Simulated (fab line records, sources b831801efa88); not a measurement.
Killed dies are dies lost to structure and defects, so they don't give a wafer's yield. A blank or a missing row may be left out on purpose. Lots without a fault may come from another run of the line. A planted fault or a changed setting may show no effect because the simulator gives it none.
fab line records | flow sky130
record lots=6 wafers=18 last_day=50
route steps=708 shown VIA2@524 METAL3@532 CAPM@537 PAD_OPEN@708
lots that met no fault: from a run of the same line without faults
start_h: hours from the record's first day to the start of the lot's first wafer shown | wait_h: hours since the lot's step before | " the same as in the row above | L1.1+2: a row that stands for several wafers | - no value, or no start given | * or withheld: withheld | < > ~ a bound
route shown NAME@n: a module of which the file shows steps, and the number in the route of the first | usual: mean/standard deviation of fault-free wafers | same: alike in all rows | chamber/n: place in a boat | sites: the reading at each site | _std_site: their standard deviation | _edge_site: outer sites' mean less inner sites' | radius_mm: how far each site lies from the wafer's centre | mask NAME#n: copy n | behind: the tool/chamber that last shaped the wafer | hold: why the lot was held/for how many hours/how that ended | device: the transistor (n, p or np) that didn't switch | end of line: the same wafers' tests at the end of the route | a step without rows: its recipe alone | killed: dies lost to structure and defects at the first sort, not the wafer's yield | map: a wafer's dies, x killed, . not, _ none there
set.NAME: the setting as run; set.NAME@STEP: as run at that earlier step | model.NAME: the simulator's own value behind a step, which no gauge read
lots at some steps of the route; a table a step, a row a wafer
services: from which hour (start_h, from the record's first day; less than 0 if before it) a tool's chamber was out of use, for how many hours, and why
## steps
# step SKY_VIA2_STRIP_17
# recipe chemistry=post_etch_residue_remover time_s=1200 temp_c=72.5
# step SKY_VIA2_CLEAN_18
# recipe chemistry=IPA time_s=180 temp_c=25
# step SKY_VIA2_CLEAN_19
# recipe chemistry=O3/DIW dry=n2_spin
# step SKY_VIA2_SPUTTER_20
# recipe material=TiN target_thk_nm=20 chamber_pressure_pa=5 power_w=4000 time_s=80
# usual chamber_pressure_pa=5.001/0.011 throttle_valve_pct=29.8/1.6
# columns lot.wafer tool chamber start_h wait_h chamber_pressure_pa throttle_valve_pct
L509.3 pvd_sputter-01 - 880.13 0.0 5.003 29.4
L509.4 " - " " 4.997 29.4
L509.5 " - " " 4.974 31.3
L513.2 pvd_sputter-04 - 903.99 0.0 5.000 28.3
L513.3 " - " " 5.000 31.4
L513.4 " - " " 5.003 30.9
L518.1 pvd_sputter-03 - 940.28 0.0 5.000 27.4
L518.3 " - " " 5.006 32.0
L518.6 " - " " 5.005 31.9
L525.1 pvd_sputter-03 - 981.92 0.0 5.003 27.1
L525.2 " - " " 4.988 27.8
L525.6 " - " " 5.015 29.3
L528.2 pvd_sputter-01 - 1011.33 0.0 4.989 31.4
L528.3 " - " " 5.021 29.3
L528.6 " - " " 4.988 29.7
L529.1 pvd_sputter-03 - 1016.47 0.0 5.008 27.8
L529.2 " - " " 5.009 27.2
L529.5 " - " " 5.007 27.5
# step SKY_VIA2_CVD_21
# recipe material=W target_thk_nm=420 time_s=126.4 temp_c=400 pressure_torr=40
# step SKY_VIA2_RS_MEAS_22
# recipe thk_meas_gauge=four-point-probe reads=W_of_VIA2_CVD_21+TiN_of_VIA2_SPUTTER_20
# usual VIA2_W_RS=0.2725/0.0029
# columns lot.wafer tool chamber start_h wait_h VIA2_W_RS[ohm/sq]
L509.3 film_metro-04 - 880.36 0.1 0.2732
L509.4 " - " " 0.2690
L509.5 " - " " 0.2734
L513.2 film_metro-04 - 904.20 0.1 0.2675
L513.3 " - " " 0.2669
L513.4 " - " " 0.2707
L518.1 film_metro-04 - 940.47 0.1 0.2717
L518.3 " - " " 0.2711
L518.6 " - " " 0.2741
L525.1 film_metro-04 - 982.12 0.1 0.2698
L525.2 " - " " 0.2689
L525.6 " - " " 0.2709
L528.2 film_metro-02 - 1011.54 0.1 0.2764
L528.3 " - " " 0.2798
L528.6 " - " " 0.2782
L529.1 film_metro-04 - 1016.80 0.2 0.2719
L529.2 " - " " 0.2685
L529.5 " - " " 0.2715
# step SKY_VIA2_THK_MEAS_23
# recipe thk_meas_gauge=xrf reads=W_of_VIA2_CVD_21
# usual VIA2_W_THK=408/10
# columns lot.wafer tool chamber start_h wait_h VIA2_W_THK[nm]
L509.3 film_metro-04 - 880.46 0.1 409
L509.4 " - " " 416
L509.5 " - " " 408
L513.2 film_metro-04 - 904.31 0.1 418
L513.3 " - " " 426
L513.4 " - " " 416
L518.1 film_metro-04 - 940.59 0.1 416
L518.3 " - " " 416
L518.6 " - " " 412
L525.1 film_metro-04 - 982.24 0.1 421
L525.2 " - " " 423
L525.6 " - " " 420
L528.2 film_metro-02 - 1011.65 0.1 390
L528.3 " - " " 389
L528.6 " - " " 387
L529.1 film_metro-04 - 1016.92 0.1 419
L529.2 " - " " 424
L529.5 " - " " 421
# step SKY_VIA2_CMP_24
# recipe stop_on=SiO2 t_overpolish_s=20 down_force_psi=3.5 platen_rpm=60 target_thk_nm=0 pad_velocity_m_s=0.94248
# usual motor_current_A=11.0/0.6 overpolish_run_s=20.001/0.0085 retaining_ring_pressure_frac=1.000/0.0042 time_to_endpoint_s=101/3.7
# columns lot.wafer tool chamber start_h wait_h motor_current_A overpolish_run_s retaining_ring_pressure_frac time_to_endpoint_s
L509.4 cmp-01 3 880.60 0.1 11.6 19.998 1.004 100
L509.3 " 0 " " 11.6 20.024 1.005 101
L509.5 " 1 " " 11.5 19.998 0.996 102
L513.3 cmp-01 2 904.36 0.0 10.6 20.001 1.007 106
L513.4 " 3 " " 11.5 20.007 1.000 105
L513.2 " 0 " " 10.6 20.000 0.999 105
L518.3 cmp-02 0 940.65 0.0 11.1 20.007 0.993 104
L518.1 " 2 " " 11.7 20.008 0.998 105
L518.6 " 0 " " 10.8 19.997 0.995 106
L525.2 cmp-02 2 982.30 0.0 11.5 19.992 0.999 111
L525.1 " 1 " " 11.0 19.999 1.003 105
L525.6 " 2 " " 11.6 19.994 0.995 107
L528.3 cmp-02 3 1011.80 0.1 9.8 20.003 1.002 97
L528.2 " 0 " " 11.5 20.002 1.001 96
L528.6 " 1 " " 10.7 20.005 1.002 97
L529.1 cmp-02 3 1017.03 0.1 9.7 19.999 0.999 103
L529.2 " 1 " " 10.8 19.993 0.995 104
L529.5 " 3 " " 9.7 19.986 0.993 104
# step SKY_METAL3_SPUTTER_00
# recipe material=Ti target_thk_nm=15 power_w=3000 time_s=10 chamber_pressure_pa=0.4
# usual chamber_pressure_pa=0.4000/0.0009 throttle_valve_pct=30.4/0.88
# columns lot.wafer tool chamber start_h wait_h chamber_pressure_pa throttle_valve_pct
L509.3 pvd_sputter-02 - 880.80 0.1 0.4005 29.9
L509.4 " - " " 0.4008 30.9
L509.5 " - " " 0.4021 31.1
L513.2 pvd_sputter-01 - 904.66 0.1 0.3985 31.6
L513.3 " - " " 0.3986 29.3
L513.4 " - " " 0.3997 29.4
L518.1 pvd_sputter-01 - 940.95 0.1 0.3989 29.5
L518.3 " - " " 0.4009 30.1
L518.6 " - " " 0.3990 31.5
L525.1 pvd_sputter-04 - 982.60 0.1 0.3991 31.2
L525.2 " - " " 0.4007 28.4
L525.6 " - " " 0.4006 31.2
L528.2 pvd_sputter-01 - 1012.00 0.1 0.4004 29.4
L528.3 " - " " 0.4010 29.6
L528.6 " - " " 0.3981 31.7
L529.1 pvd_sputter-04 - 1017.28 0.2 0.4004 31.4
L529.2 " - " " 0.3990 31.0
L529.5 " - " " 0.4003 31.5
# step SKY_METAL3_SPUTTER_01
# recipe material=TiN target_thk_nm=20 power_w=6500 time_s=16.7 chamber_pressure_pa=0.4
# step SKY_METAL3_SPUTTER_02
# recipe material=AlCu target_thk_nm=735 power_w=10600 time_s=39.1 chamber_pressure_pa=0.4
# step SKY_METAL3_SPUTTER_03
# recipe material=Ti target_thk_nm=5 power_w=3000 time_s=3.3 chamber_pressure_pa=0.4
# usual chamber_pressure_pa=0.3999/0.00081 throttle_valve_pct=30.4/0.89
# columns lot.wafer tool chamber start_h wait_h chamber_pressure_pa throttle_valve_pct
L509.3 pvd_sputter-02 - 880.89 0.0 0.3994 29.6
L509.4 " - " " 0.4004 31.1
L509.5 " - " " 0.4002 31.0
L513.2 pvd_sputter-01 - 904.75 0.0 0.4006 31.5
L513.3 " - " " 0.3995 29.5
L513.4 " - " " 0.4009 29.7
L518.1 pvd_sputter-01 - 941.04 0.0 0.3996 29.1
L518.3 " - " " 0.3981 30.3
L518.6 " - " " 0.4004 31.5
L525.1 pvd_sputter-04 - 982.68 0.0 0.3989 31.2
L525.2 " - " " 0.4013 28.7
L525.6 " - " " 0.4003 31.3
L528.2 pvd_sputter-01 - 1012.09 0.0 0.3997 29.3
L528.3 " - " " 0.3989 29.4
L528.6 " - " " 0.4000 31.5
L529.1 pvd_sputter-04 - 1017.36 0.0 0.4007 31.4
L529.2 " - " " 0.3990 30.8
L529.5 " - " " 0.3992 31.3
# step SKY_METAL3_SPUTTER_04
# recipe material=TiN target_thk_nm=70 power_w=6500 time_s=58.3 chamber_pressure_pa=0.4
# usual chamber_pressure_pa=0.4000/0.00085 throttle_valve_pct=30.4/0.89
# columns lot.wafer tool chamber start_h wait_h chamber_pressure_pa throttle_valve_pct model.TiN_of_METAL3_SPUTTER_04.thk_nm
L509.3 pvd_sputter-02 - 880.91 0.0 0.3999 29.6 70.25
L509.4 " - " " 0.3992 31.2 70.7
L509.5 " - " " 0.3999 31.0 70.56
L513.2 pvd_sputter-01 - 904.77 0.0 0.4472 29.6 69.43
L513.3 " - " " 0.3992 29.5 70.98
L513.4 " - " " 0.3999 29.3 70.92
L518.1 pvd_sputter-01 - 941.06 0.0 0.3997 29.7 69.51
L518.3 " - " " 0.4011 30.1 69.97
L518.6 " - " " 0.4487 29.5 69.16
L525.1 pvd_sputter-04 - 982.70 0.0 0.4001 31.3 70.21
L525.2 " - " " 0.4012 28.1 69.8
L525.6 " - " " 0.4002 31.4 69.52
L528.2 pvd_sputter-01 - 1012.11 0.0 0.4007 29.7 69.77
L528.3 " - " " 0.3999 29.5 69.91
L528.6 " - " " 0.3989 31.6 70.57
L529.1 pvd_sputter-04 - 1017.38 0.0 0.4001 31.1 69.54
L529.2 " - " " 0.4004 30.8 69.54
L529.5 " - " " 0.4004 31.4 69.05
# step SKY_CAPM_CVD_00
# recipe material=SiO2 target_thk_nm=15.5 temp_c=400 time_s=withheld rf_w=450
# usual heater_power_w=707/87 susceptor_temp_C=400.03/0.21
# columns lot.wafer tool chamber start_h wait_h heater_power_w susceptor_temp_C
L509.3 pecvd-03 0 880.96 0.0 831 400.33
L509.4 " 0 " " 792 399.51
L509.5 " 1 " " 872 399.98
L513.2 pecvd-03 2 904.81 0.0 737 400.06
L513.3 " 0 " " 828 400.36
L513.4 " 1 " " 900 400.07
L518.1 pecvd-02 1 941.11 0.0 617 399.99
L518.3 " 2 " " 722 399.91
L518.6 " 2 " " 702 400.37
L525.1 pecvd-01 1 982.75 0.0 652 400.29
L525.2 " 0 " " 641 399.83
L525.6 " 2 " " 832 400.19
L528.2 pecvd-02 1 1012.16 0.0 619 400.12
L528.3 " 0 " " 714 400.24
L528.6 " 1 " " 618 399.99
L529.1 pecvd-03 2 1017.43 0.0 824 400.03
L529.2 " 0 " " 813 399.80
L529.5 " 1 " " 865 400.10
# step SKY_PAD_OPEN_PROBE_99
# usual defect_limited_yield=82.6/1.7 killed_at_M0_to_M3=43/6.5 killed_at_M4_up=3.2/1.9 killed_at_contacts=25/5.5 killed_at_front_end=14/4.2 killed_at_other=0.2/0.44 killed_dies=85/8.5 killed_open=47/7 killed_short=39/6.3 sort_bin_3_pad_short=0.9/0.46 sort_bin_5_function=10.3/1.4 sort_bin_6_memory=6.2/1.2 sort_n_pass=407/8.5 sort_yield_pct=82.6/1.7
# same gross_dies=492 killed_at_back_side=0 sort_bin_4_leakage[%]=0 sort_bin_8_speed[%]=0
# columns lot.wafer tool chamber start_h wait_h defect_limited_yield[%] killed_at_M0_to_M3 killed_at_M4_up killed_at_contacts killed_at_front_end killed_at_other killed_dies killed_open killed_short sort_bin_3_pad_short[%] sort_bin_5_function[%] sort_bin_6_memory[%] sort_n_pass sort_yield_pct[%]
L509.3 prober-02 - 1103.09 0.2 82.3 44 5 17 20 1 87 33 54 1.2 8.9 7.5 405 82.3
L509.4 prober-02 - 1103.14 0.2 83.9 37 2 26 13 1 79 45 34 0.6 10.2 5.3 413 83.9
L509.5 prober-02 - 1103.19 0.2 80.5 48 4 24 20 0 96 56 40 0 13.0 6.5 396 80.5
L518.1 prober-01 - 1150.83 0.1 83.9 43 4 20 12 0 79 38 41 1.2 9.6 5.3 413 83.9
L518.3 prober-01 - 1150.93 0.2 83.5 42 2 29 8 0 81 42 39 1.0 9.3 6.1 411 83.5
L518.6 prober-01 - 1151.08 0.2 85.2 37 3 21 12 0 73 49 24 0.6 9.3 4.9 419 85.2
# killed by level:class
L509.3 VIA3:geometric_particle:open=11 POLY_GATE:geometric_particle:short=7 FIELD_ISO:geometric_particle:short=6 CONTACT:geometric_particle:open=6 VIA3:geometric_particle:short=6 VIA1:geometric_particle:open=6 METAL1:geometric_particle:short=5 METAL4:geometric_particle:short=5
L509.4 CONTACT:geometric_particle:open=12 VIA1:geometric_particle:open=9 LI_CONTACT:geometric_particle:open=7 VIA1:geometric_particle:short=6 METAL2:geometric_particle:short=5 VIA3:geometric_particle:open=5 METAL3:geometric_particle:short=4 FIELD_ISO:geometric_particle:short=3
L509.5 VIA1:geometric_particle:open=11 VIA2:geometric_particle:open=9 CONTACT:geometric_particle:open=8 LI_CONTACT:geometric_particle:open=6 FIELD_ISO:geometric_particle:open=5 POLY_GATE:geometric_particle:open=5 METAL3:geometric_particle:short=5 POLY_GATE:geometric_particle:short=4
L518.1 VIA1:geometric_particle:open=8 CONTACT:geometric_particle:open=7 VIA2:geometric_particle:open=6 METAL1:geometric_particle:short=6 VIA1:geometric_particle:short=6 METAL2:geometric_particle:short=6 CONTACT:geometric_particle:short=5 LI_CONTACT:geometric_particle:open=4
L518.3 CONTACT:geometric_particle:open=9 LOCAL_INTERCONNECT:geometric_particle:short=8 VIA1:geometric_particle:open=7 VIA3:geometric_particle:open=7 LI_CONTACT:geometric_particle:open=6 CONTACT:geometric_particle:short=6 VIA1:geometric_particle:short=5 METAL1:geometric_particle:short=4
L518.6 VIA1:geometric_particle:open=10 VIA2:geometric_particle:open=8 CONTACT:geometric_particle:open=7 FIELD_ISO:geometric_particle:open=6 LI_CONTACT:geometric_particle:open=6 VIA1:geometric_particle:short=4 VIA3:geometric_particle:open=4 LI_CONTACT:geometric_particle:short=3
## services
# columns tool chamber start_h hours kind
pvd_sputter-04 0 866.19 - consumable_replace:kit
pvd_sputter-04 0 866.19 18.0 scheduled_down
pvd_sputter-04 0 866.19 18.0 vent_cycle
pecvd-02 - 869.14 2.4 repair
pvd_sputter-04 - 873.00 7.7 repair
pecvd-02 2 886.65 7.7 repair
pecvd-01 - 898.41 2.0 repair
pecvd-01 - 904.41 2.8 pm
cmp-01 - 912.05 4.0 pm
cmp-01 - 916.05 - consumable_replace:conditioner
cmp-01 - 916.05 - consumable_replace:pad
pecvd-03 2 920.94 2.1 scheduled_down
pecvd-03 - 940.24 28.1 pm
pvd_sputter-01 0 958.21 - consumable_replace:kit
pvd_sputter-01 0 958.21 18.0 scheduled_down
pvd_sputter-01 0 958.21 18.0 vent_cycle
pecvd-02 2 985.66 5.5 scheduled_down
pecvd-02 1 994.35 11.6 repair
cmp-01 - 997.22 1.6 repair
cmp-02 - 998.89 6.8 pm
pvd_sputter-02 0 1008.38 - consumable_replace:kit
pvd_sputter-02 0 1008.38 18.0 scheduled_down
pvd_sputter-02 0 1008.38 18.0 vent_cycle
cmp-01 - 1013.63 4.2 pm
## key
first_sign step=SKY_METAL3_SPUTTER_04 reading=chamber_pressure_pa direction=up sigmas=57 usual=0.4000 struck=0.4479
effect none on later readings
model_effect step=SKY_METAL3_SPUTTER_04 value=TiN_of_METAL3_SPUTTER_04.thk_nm without=70.53 struck=69.3
met_at SKY_METAL3_SPUTTER_04
struck_wafers L513.2,L518.6
fault kind=process_parameter_drift tool=pvd_sputter-01 chamber=- onset_h=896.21 steps=SKY_METAL3_SPUTTER_04 channel=chamber_pressure_pa offset=0.048335 shape=step end_h=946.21 acts_in=these_recipes_only stated=0.4 scope=struck_wafers_only
